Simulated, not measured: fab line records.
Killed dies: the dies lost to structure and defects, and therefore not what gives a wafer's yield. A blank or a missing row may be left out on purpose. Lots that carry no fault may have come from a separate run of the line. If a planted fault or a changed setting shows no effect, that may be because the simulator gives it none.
Comparing a struck lot with a sound one / flow sfq-line / 43 out of 325 route steps
Sound: wafers L468.2, L468.3, L468.4. Struck: wafers L476.2, L476.3, L476.6. Last of all comes the cause.
Per side, at each step with rows, come the tool, then ch with its chambers, and then its first start. Under that, the readings that differ: sound wafers / struck wafers / difference of the means / sigmas: that difference in standard deviations of wafers without a fault.
alike: readings with means less than 2 such deviations apart, plus words and numbers identical on both sides. not compared: withheld readings, readings lacking a value on some wafer, bounds such as >300 that could conceal the same value, and numbers that have no deviation in the record and whose values overlap.
The two part at a step that has a row with sigmas, a row that says differs or no value, or rows on one side only. When numbers do not overlap yet have no deviation, they are printed without sigmas and do not part them. Lack of a reading on every wafer of one side parts them only where that side has two or more wafers.

first, 6 steps without rows for these wafers: SFQ_TRILAYER_M4_LITHO_COAT_098 (resist thk 62 nm); SFQ_TRILAYER_M4_LITHO_COAT_093 (resist thk 600 nm); SFQ_TRILAYER_M4_LITHO_SOFTBAKE_097; SFQ_TRILAYER_M4_LITHO_EXPOSE_094 (exposes mask M4, target cd 500 nm); SFQ_TRILAYER_M4_LITHO_PEB_096 (peb time 60 s); SFQ_TRILAYER_M4_LITHO_DEVELOP_095 (time 60 s).
SFQ_M4_OVL_MEAS_926:
  struck on overlay-01, day 60 07:41; sound on overlay-02, day 58 13:34
  alike: M4_OVL
then, 2 steps without rows for these wafers: SFQ_TRILAYER_M4_BARC_OPEN_METAL_ETCH_123 (etches BARC in O2, target depth 125 nm, time 41.7 s); SFQ_TRILAYER_M4_ETCH_METAL_ETCH_096 (etches Nb in Cl2/Ar, stops on SiO2, target depth 240 nm, time 120 s).
SFQ_TRILAYER_M4_STRIP_STRIP_097: strips in O2.
  sound on rie-metal-03 ch 0,1, day 58 13:46; struck on rie-metal-03 ch 1, day 60 08:17
  alike: drypump-motor-current-A, oes-product-au
  not compared: rf-hours-counter-h
then, 2 steps without rows for these wafers: SFQ_TRILAYER_M4_STRIP_SOLV_CLEAN_098 (cleans in NMP, time 600 s); SFQ_TRILAYER_I4_DEP_PECVD_099 (deposits SiO2 from SiH4/N2O, time 111.11 s, target thk 500 nm).
SFQ_TRILAYER_I4_CMP_CMP_100: polishes SiO2.
  sound on cmp-01 ch 0,1,3, day 58 15:08; struck on cmp-01 ch 0,1,3, day 60 19:52
reading=time-to-endpoint-s (s); sound=217 227 216; struck=281 277 283; difference=+60; sigmas=+9
reading=model.SiO2_of_TRILAYER_I4_DEP_PECVD_099.thk-nm (nm); sound=200.2 199.7 199.6; struck=307.1 304 308; difference=+106.5; sigmas=
  alike: motor-current-A
SFQ_I4_BOW_MEAS_927:
  struck on film-metro-03, day 60 22:23; sound on film-metro-04, day 58 18:10
  alike: I4_BOW
SFQ_TRILAYER_I4_METRO_MEASURE_101:
  struck on film-metro-03, day 60 22:41; sound on film-metro-04, day 58 18:28
reading=thk-nm (nm); sound=200.3 199.6 199.5; struck=307.1 303.9 308.2; difference=+106.6; sigmas=+99 or more
then, 6 steps without rows for these wafers: SFQ_TRILAYER_I4_VIA_LITHO_COAT_108 (resist thk 62 nm); SFQ_TRILAYER_I4_VIA_LITHO_COAT_103 (resist thk 658.7 nm); SFQ_TRILAYER_I4_VIA_LITHO_SOFTBAKE_107; SFQ_TRILAYER_I4_VIA_LITHO_EXPOSE_104 (exposes mask I4, target cd 700 nm); SFQ_TRILAYER_I4_VIA_LITHO_PEB_106 (peb time 60 s); SFQ_TRILAYER_I4_VIA_LITHO_DEVELOP_105 (time 60 s).
-- the record jumps here: 5 days lie between the struck wafers' starts before and after --
SFQ_I4_OVL_MEAS_928:
  struck on overlay-02, day 65 23:32; sound on overlay-02, day 59 04:58
  alike: I4_OVL
SFQ_TRILAYER_I4_VIA_BARC_OPEN_VIA_ETCH_146: etches BARC in O2, target depth 125 nm, time 41.7 s.
  sound on rie-diel-03 ch 0,1,2, day 59 04:59; struck on rie-diel-04 ch 1,2, day 65 23:34
  alike: drypump-motor-current-A, oes-product-au
  not compared: rf-hours-counter-h
SFQ_TRILAYER_I4_VIA_ETCH_VIA_ETCH_106: etches SiO2 in CHF3, stops on Nb, target depth 260 nm.
  sound on rie-diel-03 ch 0,1,2, day 59 05:02; struck on rie-diel-04 ch 1,2, day 65 23:37
reading=oes-product-au (a.u.); sound=0.854 0.856 0.854; struck=0.992 0.996 1.001; difference=+0.142; sigmas=+28
reading=model.etch.depth-nm (nm); sound=200.2 199.7 199.6; struck=256.8 259 262.6; difference=+59.6; sigmas=
reading=model.I4.feature-depth-nm (nm); sound=200.2 199.7 199.6; struck=256.8 259 262.6; difference=+59.6; sigmas=
  alike: drypump-motor-current-A
SFQ_TRILAYER_I4_VIA_STRIP_STRIP_107: strips in O2.
  sound on rie-metal-01 ch 0,1, day 59 05:08; struck on rie-metal-02 ch 0,1, day 65 23:44
reading=oes-product-au (a.u.); sound=1.006 1.001 1.006; struck=0.989 0.979 0.989; difference=-0.019; sigmas=-2
  alike: drypump-motor-current-A
  not compared: rf-hours-counter-h
then, 5 steps without rows for these wafers: SFQ_TRILAYER_I4_VIA_STRIP_SOLV_CLEAN_108 (cleans in NMP, time 600 s); SFQ_TRILAYER_JJ_TRILAYER_DEP_PRE_CLEAN_113 (time 22.5 s); SFQ_TRILAYER_JJ_TRILAYER_DEP_SPUTTER_109 (material Nb, target thk 150 nm, time 100 s); SFQ_TRILAYER_JJ_TRILAYER_DEP_SPUTTER_110 (material Al, target thk 8 nm, time 10 s); SFQ_TRILAYER_JJ_TRILAYER_DEP_AL_OXIDATION_111 (oxidation time 600 s).
SFQ_TRILAYER_JJ_TRILAYER_DEP_SPUTTER_112: material Nb, target thk 170 nm, time 113.3 s.
  struck on pvd-sputter-05, day 66 01:38; sound on pvd-sputter-05, day 59 07:02
  alike: throttle-valve-pct
SFQ_JJ_RS_MEAS_929: uses a four-point probe to measure.
  struck on film-metro-04, day 66 01:44; sound on film-metro-04, day 59 07:08
  alike: JJ_NB_RS
then, 6 steps without rows for these wafers: SFQ_TRILAYER_JJ_CE_LITHO_COAT_119 (resist thk 62 nm); SFQ_TRILAYER_JJ_CE_LITHO_COAT_114 (resist thk 608.3 nm); SFQ_TRILAYER_JJ_CE_LITHO_SOFTBAKE_118; SFQ_TRILAYER_JJ_CE_LITHO_EXPOSE_115 (exposes mask J5, target cd 700 nm); SFQ_TRILAYER_JJ_CE_LITHO_PEB_117 (peb time 60 s); SFQ_TRILAYER_JJ_CE_LITHO_DEVELOP_116 (time 60 s).
SFQ_JJ_OVL_MEAS_931:
  struck on overlay-01, day 66 05:16; sound on overlay-01, day 59 13:01
  alike: J5_OVL
SFQ_TRILAYER_JJ_CE_METRO_MEASURE_117:
  struck on cd-sem-02, day 66 05:30; sound on cd-sem-01, day 59 13:15
  alike: cd-nm
then, 1 step without rows for these wafers: SFQ_TRILAYER_JJ_CE_BARC_OPEN_RIE_150 (chemistry O2, target BARC, target depth 240 nm, time 80 s).
SFQ_TRILAYER_M5_ETCH_METAL_ETCH_126: etches Nb in Cl2/BCl3, stops on SiO2, time 203.2 s, target depth 265 nm.
  sound on rie-metal-01 ch 0,1, day 59 20:19; struck on rie-metal-03 ch 0,1, day 66 11:33
reading=model.SiO2_of_TRILAYER_I4_DEP_PECVD_099.thk-nm (nm); sound=180.2 179.9 179.8; struck=287.6 284.4 288.3; difference=+106.8; sigmas=
  alike: drypump-motor-current-A, oes-product-au
  not compared: rf-hours-counter-h
-- the record jumps here: 24 days lie between the struck wafers' starts before and after --
SFQ_M8_BOW_MEAS_951:
  struck on film-metro-04, day 90 16:45; sound on film-metro-04, day 89 09:26
reading=model.etest.i4.link-ohm; sound=2.185 2.189 2.194; struck=1e+06 1e+06 1e+06; difference=+1e+06; sigmas=
  alike: M8_BOW

WHERE THEY PART
Earliest at SFQ_TRILAYER_I4_CMP_CMP_100; latest, in this record, at SFQ_TRILAYER_I4_VIA_STRIP_STRIP_107. Later steps at which nothing parts them and some readings are alike: SFQ_TRILAYER_JJ_TRILAYER_DEP_SPUTTER_112, SFQ_JJ_RS_MEAS_929, SFQ_JJ_OVL_MEAS_931, SFQ_TRILAYER_JJ_CE_METRO_MEASURE_117, SFQ_TRILAYER_M5_ETCH_METAL_ETCH_126, SFQ_M8_BOW_MEAS_951.

WHY: what had been put in by the simulator
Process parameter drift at SFQ_TRILAYER_I4_CMP_CMP_100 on cmp-01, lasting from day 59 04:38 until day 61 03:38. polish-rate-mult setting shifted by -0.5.
